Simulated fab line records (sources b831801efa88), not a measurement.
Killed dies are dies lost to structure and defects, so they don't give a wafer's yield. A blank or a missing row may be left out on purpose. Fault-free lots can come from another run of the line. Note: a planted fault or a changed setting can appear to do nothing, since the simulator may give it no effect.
What tool caused it?	flow gf180mcu	14 lots with 42 wafers sampled at 3 steps, on a route of 602 steps

WHAT THE GAUGES SHOWED, per wafer
GF_HV_LDD_TW_MEAS_38. Usual: HV_LDD_3_TW 1430, standard deviation 8.2.
lot	measured	on	HV_LDD_3_TW	flag
L861	day 11 13:40	film metro-02	1425 1430 1422	
L862	day 11 21:01	film metro-03	1423 1422 1429	
L863	day 12 06:54	film metro-04	1441 1442 1438	
L864	day 12 10:49	film metro-02	1428 1427 1431	
L865	day 12 23:48	film metro-03	1422 1421 1423	
L867	day 13 10:04	film metro-04	1433 1435 1435	
L868	day 13 20:07	film metro-02	1423 1418 1412	
L869	day 14 04:55	film metro-03	1427 1425 1418	
L873	day 15 15:07	film metro-02	1420 1432 1422	
L876	day 16 12:46	film metro-03	1681 1680 1682	OFF
L879	day 17 10:49	film metro-04	1713 1713 1712	OFF
L881	day 17 22:17	film metro-02	1434 1445 1434	
L882	day 18 06:59	film metro-03	1432 1426 1429	
L884	day 19 03:51	film metro-03	1428 1436 1428	

GF_HV_LDD_RS_MEAS_53: a four-point-probe measurement. Usual: HV_LDD_RS 418.2 ohm/sq, standard deviation 0.8.
lot	measured	on	HV_LDD_RS (ohm/sq)	flag
L861	day 12 09:31	film metro-04	418.2 418.0 417.7	
L862	day 12 17:05	film metro-03	417.9 417.5 418.1	
L863	day 13 02:45	film metro-02	419.4 418.3 418.6	
L864	day 13 06:43	film metro-03	416.4 416.3 416.7	
L865	day 13 19:53	film metro-04	418.6 419.4 417.7	
L867	day 14 07:10	film metro-03	418.5 418.2 416.8	
L868	day 14 17:34	film metro-03	418.4 418.6 418.4	
L869	day 15 01:49	film metro-02	417.7 418.0 417.8	
L873	day 16 13:47	film metro-04	418.3 419.7 420.2	
L876	day 17 11:37	film metro-02	371.2 370.9 370.8	OFF
L879	day 18 10:43	film metro-04	370.7 370.4 370.1	OFF
L881	day 18 22:35	film metro-03	417.9 418.0 417.3	
L882	day 19 07:50	film metro-04	418.1 416.9 417.0	
L884	day 20 04:33	film metro-03	419.2 417.8 418.7	

WHICH TOOL RAN EACH LOT (tool, then ch and the chambers of the sampled wafers, then the start)
lot	GF_HV_LDD_IMPLANT_36
L861	implanter-02 ch 0, day 11 13:26
L862	implanter-03 ch 0, day 11 20:46
L863	implanter-03 ch 0, day 12 06:39
L864	implanter-02 ch 0, day 12 10:34
L865	implanter-01 ch 0, day 12 23:33
L867	implanter-03 ch 0, day 13 09:50
L868	implanter-01 ch 0, day 13 19:54
L869	implanter-02 ch 0, day 14 04:41
L873	implanter-03 ch 0, day 15 14:52
L876	implanter-03 ch 0, day 16 12:32
L879	implanter-03 ch 0, day 17 10:34
L881	implanter-02 ch 0, day 17 22:02
L882	implanter-01 ch 0, day 18 06:46
L884	implanter-02 ch 0, day 19 03:37
- GF_HV_LDD_IMPLANT_36

AS READ BY THE TOOLS THEMSELVES (means over the sampled wafers that have a number; for cases with no such wafer, the mark the record gives instead)
GF_HV_LDD_IMPLANT_36. Usual: dose ions cm2 7.504e+12, standard deviation 8.9e+09; end station pressure torr 4.99e-06 Torr, standard deviation 2.6e-07; faraday current uA 42.4, standard deviation 0.83.
lot	tool	dose ions cm2	end station pressure torr (Torr)	faraday current uA	flag
L861	implanter-02	7.508e+12	4.76e-06	41.6	
L862	implanter-03	7.504e+12	4.87e-06	42.5	
L863	implanter-03	7.506e+12	4.79e-06	42.2	
L864	implanter-02	7.506e+12	4.95e-06	42.4	
L865	implanter-01	7.504e+12	5.12e-06	42.4	
L867	implanter-03	7.499e+12	4.99e-06	43.1	
L868	implanter-01	7.505e+12	4.94e-06	42.5	
L869	implanter-02	7.503e+12	5.18e-06	41.9	
L873	implanter-03	7.497e+12	4.83e-06	43.1	
L876	implanter-03	2.823e+13	5.36e-06	159.9	OFF
L879	implanter-03	2.824e+13	5.24e-06	159.8	OFF
L881	implanter-02	7.514e+12	5.05e-06	42.0	
L882	implanter-01	7.506e+12	5.13e-06	42.7	
L884	implanter-02	7.515e+12	4.97e-06	42.8	

THE ANSWER, worked out from the rows above alone
Rule: a lot counts as off when the mean over its wafers that have a number is more than 3 standard deviations away from the usual mean. A lot without any number at a reading at which 4 lots or more have one is off too. The other lots that the step has rows for count as sound. Order of review: gauges by route order, followed by the tools' own readings, for which a lot's mean as printed above is used. At the first step where some lot is off, the reading lying furthest off is the one used; lots without a number count as furthest.
Off: at GF_HV_LDD_TW_MEAS_38 (HV_LDD_3_TW), L876, L879.
A tool fits if, at a process step before that reading, it ran every lot that is off, and no sound lot after the first of them. Not tried: the gauges at GF_HV_LDD_TW_MEAS_38; whatever is off there is also off at GF_HV_LDD_IMPLANT_36, on other tools, and gauge error can't account for it. One candidate fits, namely implanter-03 at GF_HV_LDD_IMPLANT_36. A fault onset in the window from L873 (day 15 14:52, its last sound lot) to L876 (day 16 12:32, its first lot off) fits.
The tool's own readings at GF_HV_LDD_IMPLANT_36 bear it out: on the lots that are off they differ by more than 5 times the standard deviation of the sound lots' means. dose ions cm2 reads 2.824e+13 there against 7.506e+12 on the sound lots; faraday current uA reads 159.9 there against 42.4 on the sound lots.

WHAT HAD BEEN PUT IN BY THE SIMULATOR
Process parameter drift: implanter-03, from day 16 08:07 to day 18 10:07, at GF_HV_LDD_IMPLANT_36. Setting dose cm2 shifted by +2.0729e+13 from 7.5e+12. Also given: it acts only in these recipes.
Shown lots that were struck: L876, L879. Same finding as the rule above.
